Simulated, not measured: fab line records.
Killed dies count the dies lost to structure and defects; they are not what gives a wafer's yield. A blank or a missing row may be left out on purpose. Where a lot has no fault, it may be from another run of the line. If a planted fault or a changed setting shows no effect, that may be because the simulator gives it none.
Which tool was responsible?    flow gf180mcu    36 wafers from 12 lots sampled at 2 of the route's 602 steps

WHAT THE GAUGES SHOWED, per wafer
GF_VT_IMPLANT_OVL_MEAS_07.
lot   measured      on          VT_IMPLANT_OVL (nm)
L075  day 5 21:51   overlay-01  -0.2 -0.3 -1.3
L077  day 6 09:58   overlay-01  -1.8 1.1 0.1
L079  day 6 23:13   overlay-01  0.5 1.8 -1.7
L081  day 7 10:08   overlay-02  2.7 2.2 2.9
L083  day 8 01:11   overlay-01  1.4 -1.5 0.8
L085  day 8 12:38   overlay-02  -1.0 -1.7 -0.7
L087  day 8 23:52   overlay-02  -0.6 0.8 -2.3
L089  day 9 13:41   overlay-01  -2.9 -1.8 -1.8
L091  day 10 00:14  overlay-02  -0.1 -1.5 -0.5
L093  day 10 14:14  overlay-02  -0.3 -0.4 0.8
L095  day 11 01:55  overlay-01  -0.4 0.5 1.2
L097  day 11 12:38  overlay-01  0.5 1.1 -1.4

WHAT TOOL EACH LOT RAN ON (gives the tool, then ch and the chambers of the sampled wafers, and finally the start)
lot   GF_DNWELL_STRIP_08
L075  plasmaAsher-02 ch 0,1, day 3 00:05
L077  plasmaAsher-01 ch 0,1, day 3 10:20
L079  plasmaAsher-02 ch 0,1, day 3 21:19
L081  plasmaAsher-02 ch 0,1, day 4 07:08
L083  plasmaAsher-04 ch 0, day 4 19:22
L085  plasmaAsher-02 ch 0,1, day 5 06:23
L087  plasmaAsher-04 ch 0,1, day 5 15:13
L089  plasmaAsher-02 ch 0,1, day 6 03:49
L091  plasmaAsher-01 ch 0, day 6 12:35
L093  plasmaAsher-04 ch 0,1, day 6 23:32
L095  plasmaAsher-04 ch 0,1, day 7 11:25
L097  plasmaAsher-02 ch 0,1, day 7 20:43
- GF_DNWELL_STRIP_08: strips in O2/N2.

THE ANSWER, worked out from the rows above alone
Rule: what is usual is taken from the lots themselves. The widest of any qualifying gaps counts: lots, ordered by their means at a reading, are off when they make up no more than a third of the lots, leave a main group of 4 or more, and stand apart from it by 3 or more times the standard deviation of that group's means. The tables above print the reading to a certain number of digits; a main group whose means all agree to those digits is not used. Also off: a lot with no number at a reading for which 4 or more lots have one. Where the step has rows for the other lots, those lots are counted as sound.
No lot is off on any of the readings shown, so nothing can be concluded from this.

WHAT THE SIMULATOR PUT IN
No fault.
